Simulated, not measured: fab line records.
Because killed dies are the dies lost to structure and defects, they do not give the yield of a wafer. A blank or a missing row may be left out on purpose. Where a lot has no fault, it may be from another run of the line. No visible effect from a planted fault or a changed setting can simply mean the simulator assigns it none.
fab line records    flow gf180mcu
record lots=24  wafers=72  lastDay=36
route steps=602 shown HV_LDD@231 CONTACT@314 V1@358 M2@366 V2@383
lots untouched by any fault: they come from a run of this same line in which no faults occurred
startH: start of the lot's first displayed wafer, in hours after the record's first day    waitH: hours from the lot's prior step to this one    " identical to the entry in the row above    L1.1+2: several wafers, shown together as one row    - either no value or no given start    * or withheld: withheld    < > ~ a bound
route shown NAME@n: NAME is a module with steps in the file, n the number in the route of the first one    usual: mean/standard deviation of fault-free wafers    same: alike in all rows    chamber/n: place in a boat    sites: each site's reading    _std_site: standard deviation across them    _edge_site: inner sites' mean taken away from outer sites' mean    radiusMm: for every site, how far away it sits from the centre of the wafer    mask NAME#n: copy n    behind: tool/chamber where the wafer was last shaped    hold: the reason the lot was held/the length of the hold in hours/how it ended    device: names the non-switching transistor (n, p or np)    end of line: the route-end tests of the same wafers    a step without rows: its recipe alone    killed: count of dies lost to structure and defects at first sort (not the wafer's yield)    map: shows each die of a wafer: x if killed, . if not, _ if none is there
set.NAME: the setting as run; set.NAME@STEP: as run at that earlier step    model.NAME: the simulator's own value behind a step, which no gauge read
a sample of lots followed through the steps of the route, with each step as a table and each wafer as a row
services: a tool's chamber out of use, with start hour (startH, from the record's first day; less than 0 if before it), hours out, and reason
## steps
# step GF_HV_LDD_THK_MEAS_55
# recipe reads=SiO2_of_HV_LDD_CVD_54
# usual HV_LDD_CVD_54_THK=9.91/0.15
lot.wafer  tool          chamber  startH  waitH  HV_LDD_CVD_54_THK[nm]
L074.1     filmMetro-04  -        310.28  0.0    9.86
L074.3     "             -        "       "      9.83
L074.4     "             -        "       "      9.76
L075.1     filmMetro-04  -        320.94  0.0    9.85
L075.2     "             -        "       "      9.83
L075.3     "             -        "       "      9.71
L076.1     filmMetro-02  -        324.91  0.0    9.91
L076.2     "             -        "       "      9.84
L076.5     "             -        "       "      9.82
L077.2     filmMetro-03  -        339.01  0.0    9.95
L077.4     "             -        "       "      9.85
L077.5     "             -        "       "      10.02
L078.2     filmMetro-02  -        346.54  0.0    9.88
L078.3     "             -        "       "      9.93
L078.6     "             -        "       "      9.89
L079.2     filmMetro-03  -        354.54  0.0    9.94
L079.4     "             -        "       "      10.00
L079.6     "             -        "       "      9.85
L080.1     filmMetro-04  -        359.12  0.0    10.02
L080.2     "             -        "       "      9.93
L080.5     "             -        "       "      10.08
L081.2     filmMetro-04  -        365.09  0.0    9.68
L081.3     "             -        "       "      9.73
L081.6     "             -        "       "      9.68
L082.1     filmMetro-03  -        374.74  0.0    9.81
L082.2     "             -        "       "      9.84
L082.4     "             -        "       "      9.79
L083.2     filmMetro-02  -        380.45  0.0    9.80
L083.5     "             -        "       "      9.91
L083.6     "             -        "       "      9.79
L084.1     filmMetro-03  -        386.44  0.0    10.06
L084.4     "             -        "       "      10.08
L084.5     "             -        "       "      10.06
L085.3     filmMetro-04  -        393.30  0.0    9.61
L085.4     "             -        "       "      9.67
L085.6     "             -        "       "      9.75
L086.2     filmMetro-02  -        408.00  0.0    10.02
L086.3     "             -        "       "      10.20
L086.6     "             -        "       "      10.11
L087.2     filmMetro-03  -        413.60  0.0    9.89
L087.3     "             -        "       "      9.79
L087.4     "             -        "       "      9.85
L088.1     filmMetro-04  -        418.14  0.0    9.89
L088.2     "             -        "       "      9.92
L088.5     "             -        "       "      9.95
L089.1     filmMetro-04  -        425.53  0.0    10.03
L089.2     "             -        "       "      10.04
L089.4     "             -        "       "      10.07
L090.2     filmMetro-04  -        435.94  0.0    9.94
L090.5     "             -        "       "      10.10
L090.6     "             -        "       "      9.97
L091.1     filmMetro-02  -        444.64  0.0    10.12
L091.2     "             -        "       "      10.23
L091.6     "             -        "       "      10.15
L092.4     filmMetro-03  -        457.55  0.0    9.78
L092.5     "             -        "       "      9.63
L092.6     "             -        "       "      9.80
L093.2     filmMetro-03  -        459.58  0.0    9.94
L093.3     "             -        "       "      9.90
L093.5     "             -        "       "      9.85
L094.2     filmMetro-02  -        463.70  0.0    10.26
L094.4     "             -        "       "      10.18
L094.6     "             -        "       "      10.12
L095.2     filmMetro-02  -        469.18  0.0    10.00
L095.5     "             -        "       "      9.79
L095.6     "             -        "       "      9.91
L096.4     filmMetro-02  -        484.01  0.0    9.87
L096.5     "             -        "       "      9.92
L096.6     "             -        "       "      9.77
L097.3     filmMetro-04  -        485.27  0.0    10.00
L097.4     "             -        "       "      10.01
L097.6     "             -        "       "      10.02
# step GF_CONTACT_CMP_27
# recipe stopOn=SiO2  downForcePsi=3.5  platenRpm=60  tOverpolishS=15  targetThkNm=0  padVelocityMS=0.94248
# usual motorCurrentA=10.6/0.71  overpolishRunS=15.000/0.0081  timeToEndpointS=73/4.4
lot.wafer  tool    chamber  startH  waitH  motorCurrentA  overpolishRunS  timeToEndpointS
L074.4     cmp-01  3        408.05  0.1    11.7           14.994          85
L074.3     "       0        "       "      11.1           14.989          75
L074.1     "       1        "       "      10.7           15.011          70
L075.3     cmp-02  1        420.30  0.0    9.8            15.004          79
L075.1     "       2        "       "      9.9            15.000          69
L075.2     "       0        "       "      11.0           14.992          68
L076.2     cmp-02  1        424.58  0.1    9.7            14.994          76
L076.1     "       2        "       "      10.1           15.004          65
L076.5     "       1        "       "      10.0           15.004          72
L077.2     cmp-01  2        438.20  0.1    11.4           15.009          72
L077.4     "       3        "       "      12.0           15.004          78
L077.5     "       1        "       "      10.7           15.000          68
L078.2     cmp-02  2        450.01  0.0    10.1           14.990          70
L078.3     "       1        "       "      9.6            14.999          78
L078.6     "       2        "       "      9.6            15.003          67
L079.2     cmp-02  1        462.67  0.0    10.4           15.008          72
L079.4     "       0        "       "      11.4           15.014          68
L079.6     "       1        "       "      10.0           14.994          73
L080.1     cmp-02  1        464.11  0.1    9.6            14.992          78
L080.2     "       2        "       "      10.1           14.997          66
L080.5     "       1        "       "      10.3           14.990          77
L081.2     cmp-01  2        471.40  0.0    10.7           15.007          73
L081.3     "       0        "       "      11.5           15.000          72
L081.6     "       3        "       "      11.6           14.995          77
L082.1     cmp-01  2        480.01  0.1    11.1           14.993          78
L082.2     "       0        "       "      11.5           15.016          74
L082.4     "       1        "       "      10.1           14.997          71
L083.2     cmp-01  3        486.52  0.2    11.6           14.996          79
L083.6     "       0        "       "      10.9           14.985          73
L083.5     "       1        "       "      9.9            15.000          72
L084.1     cmp-02  3        492.90  0.1    10.4           15.014          70
L084.4     "       1        "       "      9.7            15.012          76
L084.5     "       0        "       "      10.7           14.994          70
L085.4     cmp-01  1        499.11  0.1    10.1           14.998          67
L085.3     "       2        "       "      10.6           14.997          74
L085.6     "       3        "       "      11.7           14.997          80
L086.2     cmp-02  0        515.06  0.1    10.4           14.997          72
L086.3     "       2        "       "      10.0           14.985          65
L086.6     "       3        "       "      10.8           15.003          67
L087.3     cmp-02  0        519.75  0.0    11.1           15.002          68
L087.4     "       2        "       "      9.9            15.006          65
L087.2     "       3        "       "      10.6           15.013          70
L088.1     cmp-02  1        527.55  0.1    9.6            15.011          77
L088.2     "       2        "       "      9.6            14.995          65
L088.5     "       0        "       "      10.1           14.999          69
L089.1     cmp-01  0        531.32  0.1    11.5           14.983          69
L089.4     "       1        "       "      10.4           14.994          67
L089.2     "       2        "       "      10.9           15.008          71
L090.2     cmp-01  2        542.50  0.1    10.8           15.002          73
L090.6     "       0        "       "      11.5           14.994          70
L090.5     "       1        "       "      9.9            15.002          70
L091.2     cmp-01  0        552.41  0.1    11.0           14.996          73
L091.1     "       1        "       "      10.0           15.001          70
L091.6     "       3        "       "      12.5           15.010          83
L092.4     cmp-01  2        560.54  0.2    10.7           14.993          77
L092.5     "       0        "       "      11.8           14.991          76
L092.6     "       1        "       "      10.0           15.008          71
L093.2     cmp-02  3        561.72  0.1    10.3           14.998          72
L093.3     "       1        "       "      9.9            15.010          74
L093.5     "       2        "       "      9.7            15.008          67
L094.4     cmp-01  2        568.84  0.0    11.0           14.991          76
L094.2     "       3        "       "      12.0           14.997          80
L094.6     "       3        "       "      11.8           14.999          79
L095.2     cmp-02  2        576.42  0.3    9.5            15.009          70
L095.6     "       0        "       "      10.6           15.002          70
L095.5     "       1        "       "      9.9            14.993          75
L096.4     cmp-01  2        584.90  0.1    10.9           14.998          69
L096.6     "       0        "       "      11.3           14.986          68
L096.5     "       1        "       "      9.7            15.015          65
L097.3     cmp-02  1        584.91  0.1    9.6            14.993          80
L097.4     "       2        "       "      9.4            14.989          69
L097.6     "       0        "       "      10.8           14.997          72
# step GF_V1_CVD_23
# recipe material=W  targetThkNm=350  timeS=105.05  tempC=400  pressureTorr=40
# usual heaterPowerW=915/97
lot.wafer  tool     chamber  startH  waitH  heaterPowerW
L074.1     cvdW-01  0        462.42  0.0    1080
L074.3     "        1        "       "      901
L074.4     "        0        "       "      1075
L075.1     cvdW-02  0        475.05  0.0    843
L075.2     "        1        "       "      841
L075.3     "        0        "       "      828
L076.1     cvdW-02  1        478.38  0.0    838
L076.2     "        0        "       "      830
L076.5     "        1        "       "      819
L077.2     cvdW-01  0        491.82  0.0    1063
L077.4     "        1        "       "      913
L077.5     "        1        "       "      875
L078.2     cvdW-01  1        503.63  0.0    891
L078.3     "        0        "       "      1074
L078.6     "        0        "       "      1070
L079.2     cvdW-02  1        516.12  0.0    839
L079.4     "        1        "       "      842
L079.6     "        0        "       "      811
L080.1     cvdW-01  1        517.83  0.0    900
L080.2     "        0        "       "      1064
L080.5     "        1        "       "      910
L081.2     cvdW-02  1        523.82  0.0    823
L081.3     "        1        "       "      820
L081.6     "        1        "       "      837
L082.1     cvdW-02  1        532.89  0.0    818
L082.2     "        0        "       "      868
L082.4     "        0        "       "      866
L083.2     cvdW-01  0        537.87  0.0    1079
L083.5     "        0        "       "      1056
L083.6     "        1        "       "      909
L084.1     cvdW-02  1        545.08  0.0    827
L084.4     "        0        "       "      837
L084.5     "        1        "       "      832
L085.3     cvdW-02  1        551.27  0.1    845
L085.4     "        0        "       "      848
L085.6     "        1        "       "      832
L086.2     cvdW-01  1        565.07  0.0    927
L086.3     "        1        "       "      903
L086.6     "        0        "       "      1053
L087.2     cvdW-01  1        570.93  0.0    906
L087.3     "        1        "       "      916
L087.4     "        0        "       "      1073
L088.1     cvdW-01  0        578.80  0.0    1089
L088.2     "        1        "       "      915
L088.5     "        0        "       "      1062
L089.1     cvdW-01  1        581.52  0.0    903
L089.2     "        0        "       "      1079
L089.4     "        1        "       "      925
L090.2     cvdW-02  0        592.84  0.0    835
L090.5     "        0        "       "      846
L090.6     "        1        "       "      835
L091.1     cvdW-01  0        602.10  0.0    1077
L091.2     "        1        "       "      914
L091.6     "        0        "       "      1088
L092.4     cvdW-02  1        609.66  0.1    867
L092.5     "        1        "       "      826
L092.6     "        0        "       "      858
L093.2     cvdW-02  1        611.18  0.0    842
L093.3     "        0        "       "      854
L093.5     "        0        "       "      853
L094.2     cvdW-01  1        617.77  0.0    909
L094.4     "        1        "       "      915
L094.6     "        1        "       "      911
L095.2     cvdW-02  0        624.43  0.0    853
L095.5     "        0        "       "      845
L095.6     "        1        "       "      831
L096.4     cvdW-02  1        632.66  0.1    864
L096.5     "        1        "       "      812
L096.6     "        0        "       "      836
L097.3     cvdW-01  1        633.26  0.1    898
L097.4     "        0        "       "      1076
L097.6     "        0        "       "      1080
# step GF_M2_SPUTTER_04
# recipe material=TiN  targetThkNm=50  powerW=6500  timeS=41.7  chamberPressurePa=0.4
# usual throttleValvePct=29.9/1.1
lot.wafer  tool           chamber  startH  waitH  throttleValvePct
L074.1     pvdSputter-04  -        463.19  0.0    29.5
L074.3     "              -        "       "      31.0
L074.4     "              -        "       "      28.6
L075.1     pvdSputter-04  -        475.82  0.0    29.2
L075.2     "              -        "       "      29.0
L075.3     "              -        "       "      32.2
L076.1     pvdSputter-03  -        479.15  0.0    29.7
L076.2     "              -        "       "      29.5
L076.5     "              -        "       "      29.5
L077.2     pvdSputter-03  -        492.59  0.0    29.8
L077.4     "              -        "       "      27.8
L077.5     "              -        "       "      29.8
L078.2     pvdSputter-04  -        504.40  0.0    31.1
L078.3     "              -        "       "      29.4
L078.6     "              -        "       "      31.2
L079.2     pvdSputter-01  -        516.89  0.0    30.0
L079.4     "              -        "       "      30.4
L079.6     "              -        "       "      30.5
L080.1     pvdSputter-03  -        518.60  0.0    27.7
L080.2     "              -        "       "      29.6
L080.5     "              -        "       "      29.5
L081.2     pvdSputter-04  -        524.59  0.0    31.0
L081.3     "              -        "       "      28.7
L081.6     "              -        "       "      32.2
L082.1     pvdSputter-01  -        533.66  0.0    30.6
L082.2     "              -        "       "      30.1
L082.4     "              -        "       "      28.6
L083.2     pvdSputter-01  -        538.64  0.0    30.1
L083.5     "              -        "       "      30.5
L083.6     "              -        "       "      28.8
L084.1     pvdSputter-04  -        546.03  0.0    30.7
L084.4     "              -        "       "      28.5
L084.5     "              -        "       "      29.4
L085.3     pvdSputter-01  -        552.00  0.0    30.7
L085.4     "              -        "       "      28.9
L085.6     "              -        "       "      30.6
L086.2     pvdSputter-01  -        565.84  0.0    30.6
L086.3     "              -        "       "      28.8
L086.6     "              -        "       "      30.0
L087.2     pvdSputter-04  -        571.70  0.0    29.5
L087.3     "              -        "       "      32.0
L087.4     "              -        "       "      28.6
L088.1     pvdSputter-03  -        579.57  0.0    29.6
L088.2     "              -        "       "      29.5
L088.5     "              -        "       "      29.5
L089.1     pvdSputter-03  -        582.29  0.0    29.5
L089.2     "              -        "       "      28.0
L089.4     "              -        "       "      29.6
L090.2     pvdSputter-01  -        593.61  0.0    30.4
L090.5     "              -        "       "      30.5
L090.6     "              -        "       "      30.3
L091.1     pvdSputter-01  -        602.87  0.0    29.8
L091.2     "              -        "       "      30.7
L091.6     "              -        "       "      30.5
L092.4     pvdSputter-04  -        610.40  0.0    31.3
L092.5     "              -        "       "      32.2
L092.6     "              -        "       "      29.0
L093.2     pvdSputter-04  -        611.95  0.0    32.1
L093.3     "              -        "       "      29.3
L093.5     "              -        "       "      32.3
L094.2     pvdSputter-01  -        618.54  0.0    30.5
L094.4     "              -        "       "      28.8
L094.6     "              -        "       "      30.6
L095.2     pvdSputter-04  -        625.20  0.0    31.0
L095.5     "              -        "       "      32.2
L095.6     "              -        "       "      29.3
L096.4     pvdSputter-04  -        633.40  0.0    29.3
L096.5     "              -        "       "      31.1
L096.6     "              -        "       "      28.5
L097.3     pvdSputter-03  -        633.99  0.0    27.8
L097.4     "              -        "       "      29.5
L097.6     "              -        "       "      29.9
# step GF_M2_OVL_MEAS_15
# usual M2_OVL=0/6.1
lot.wafer  tool        chamber  startH  waitH  M2_OVL[nm]
L074.1     overlay-02  -        488.19  0.1    3
L074.3     "           -        "       "      -3
L074.4     "           -        "       "      -1
L075.1     overlay-02  -        500.94  0.1    -3
L075.2     "           -        "       "      -5
L075.3     "           -        "       "      -5
L076.1     overlay-01  -        504.39  0.1    -1
L076.2     "           -        "       "      -9
L076.5     "           -        "       "      0
L077.2     overlay-01  -        517.64  0.1    5
L077.4     "           -        "       "      -2
L077.5     "           -        "       "      -3
L078.2     overlay-01  -        529.19  0.1    4
L078.3     "           -        "       "      0
L078.6     "           -        "       "      2
L079.2     overlay-01  -        541.33  0.1    1
L079.4     "           -        "       "      3
L079.6     "           -        "       "      2
L080.1     overlay-02  -        543.53  0.1    6
L080.2     "           -        "       "      -1
L080.5     "           -        "       "      3
L081.2     overlay-02  -        549.14  0.1    -13
L081.3     "           -        "       "      -9
L081.6     "           -        "       "      -3
L082.1     overlay-01  -        557.62  0.1    -8
L082.2     "           -        "       "      0
L082.4     "           -        "       "      2
L083.2     overlay-02  -        563.08  0.1    8
L083.5     "           -        "       "      -4
L083.6     "           -        "       "      3
L084.1     overlay-01  -        570.44  0.1    0
L084.4     "           -        "       "      -5
L084.5     "           -        "       "      -1
L085.3     overlay-02  -        575.63  0.1    8
L085.4     "           -        "       "      10
L085.6     "           -        "       "      10
L086.2     overlay-02  -        589.13  0.1    -4
L086.3     "           -        "       "      -3
L086.6     "           -        "       "      -4
L087.2     overlay-02  -        594.34  0.1    -1
L087.3     "           -        "       "      -12
L087.4     "           -        "       "      2
L088.1     overlay-01  -        602.53  0.1    -5
L088.2     "           -        "       "      10
L088.5     "           -        "       "      -6
L089.1     overlay-01  -        604.24  0.1    11
L089.2     "           -        "       "      8
L089.4     "           -        "       "      11
L090.2     overlay-01  -        615.88  0.1    -6
L090.5     "           -        "       "      -10
L090.6     "           -        "       "      -1
L091.1     overlay-02  -        625.82  0.1    2
L091.2     "           -        "       "      -2
L091.6     "           -        "       "      -7
L092.4     overlay-01  -        633.08  0.1    11
L092.5     "           -        "       "      2
L092.6     "           -        "       "      9
L093.2     overlay-02  -        634.24  0.1    1
L093.3     "           -        "       "      -7
L093.5     "           -        "       "      -3
L094.2     overlay-01  -        640.48  0.1    3
L094.4     "           -        "       "      -2
L094.6     "           -        "       "      7
L095.2     overlay-01  -        647.04  0.1    -1
L095.5     "           -        "       "      2
L095.6     "           -        "       "      -4
L096.4     overlay-01  -        654.90  0.1    7
L096.5     "           -        "       "      2
L096.6     "           -        "       "      8
L097.3     overlay-01  -        655.74  0.1    -2
L097.4     "           -        "       "      -3
L097.6     "           -        "       "      -7
# step GF_V2_THK_MEAS_01
# recipe reads=SiO2_of_V2_CVD_00
# usual V2_CVD_00_THK=602/7
lot.wafer  tool          chamber  startH  waitH  V2_CVD_00_THK[nm]
L074.1     filmMetro-04  -        488.98  0.0    604
L074.3     "             -        "       "      589
L074.4     "             -        "       "      588
L075.1     filmMetro-03  -        501.70  0.0    595
L075.2     "             -        "       "      591
L075.3     "             -        "       "      604
L076.1     filmMetro-02  -        505.18  0.1    597
L076.2     "             -        "       "      612
L076.5     "             -        "       "      595
L077.2     filmMetro-03  -        518.40  0.0    602
L077.4     "             -        "       "      593
L077.5     "             -        "       "      596
L078.2     filmMetro-04  -        529.94  0.0    610
L078.3     "             -        "       "      596
L078.6     "             -        "       "      601
L079.2     filmMetro-04  -        542.16  0.1    598
L079.4     "             -        "       "      601
L079.6     "             -        "       "      589
L080.1     filmMetro-02  -        544.33  0.1    613
L080.2     "             -        "       "      593
L080.5     "             -        "       "      610
L081.2     filmMetro-04  -        550.05  0.1    609
L081.3     "             -        "       "      609
L081.6     "             -        "       "      602
L082.1     filmMetro-02  -        558.53  0.1    604
L082.2     "             -        "       "      614
L082.4     "             -        "       "      605
L083.2     filmMetro-04  -        563.87  0.0    598
L083.5     "             -        "       "      591
L083.6     "             -        "       "      596
L084.1     filmMetro-03  -        571.34  0.0    594
L084.4     "             -        "       "      591
L084.5     "             -        "       "      598
L085.3     filmMetro-04  -        576.51  0.1    605
L085.4     "             -        "       "      605
L085.6     "             -        "       "      603
L086.2     filmMetro-02  -        589.89  0.0    593
L086.3     "             -        "       "      599
L086.6     "             -        "       "      594
L087.2     filmMetro-03  -        595.09  0.0    598
L087.3     "             -        "       "      602
L087.4     "             -        "       "      600
L088.1     filmMetro-03  -        603.35  0.1    604
L088.2     "             -        "       "      603
L088.5     "             -        "       "      598
L089.1     filmMetro-04  -        605.06  0.1    607
L089.2     "             -        "       "      607
L089.4     "             -        "       "      597
L090.2     filmMetro-02  -        616.63  0.0    597
L090.5     "             -        "       "      598
L090.6     "             -        "       "      604
L091.1     filmMetro-03  -        626.57  0.0    604
L091.2     "             -        "       "      606
L091.6     "             -        "       "      614
L092.4     filmMetro-04  -        633.84  0.0    608
L092.5     "             -        "       "      602
L092.6     "             -        "       "      600
L093.2     filmMetro-04  -        635.00  0.0    597
L093.3     "             -        "       "      598
L093.5     "             -        "       "      598
L094.2     filmMetro-02  -        641.24  0.0    617
L094.4     "             -        "       "      621
L094.6     "             -        "       "      603
L095.2     filmMetro-02  -        647.83  0.0    613
L095.5     "             -        "       "      600
L095.6     "             -        "       "      603
L096.4     filmMetro-03  -        655.68  0.0    609
L096.5     "             -        "       "      599
L096.6     "             -        "       "      601
L097.3     filmMetro-03  -        656.54  0.1    609
L097.4     "             -        "       "      607
L097.6     "             -        "       "      603
## services
tool           chamber  startH  hours  kind
cvdW-02        -        390.00  14.0   pm
cvdW-02        0        390.00  14.0   ventCycle
cvdW-02        1        390.00  14.0   ventCycle
cmp-02         -        404.00  4.0    pm
cvdW-02        0        404.00  -      clean
cmp-02         -        411.17  4.6    pm
cvdW-01        1        413.65  7.9    repair
cmp-01         -        419.88  5.5    pm
cmp-02         -        429.15  1.3    repair
pvdSputter-03  -        453.63  18.5   repair
cmp-01         -        469.21  1.3    repair
cmp-01         -        495.85  0.4    repair
cmp-02         -        500.16  5.2    pm
cmp-01         -        505.47  6.8    pm
cmp-01         -        517.13  1.2    repair
pvdSputter-03  -        541.39  17.5   repair
pvdSputter-04  -        567.00  1.2    repair
cmp-01         -        569.28  4.2    repair
cmp-01         -        573.50  4.0    pm
cmp-02         -        592.76  0.5    repair
cvdW-02        -        602.31  1.2    repair
pvdSputter-04  -        615.24  5.2    repair
cmp-02         -        617.86  0.6    repair
pvdSputter-01  -        624.66  13.4   repair
## key
fault none
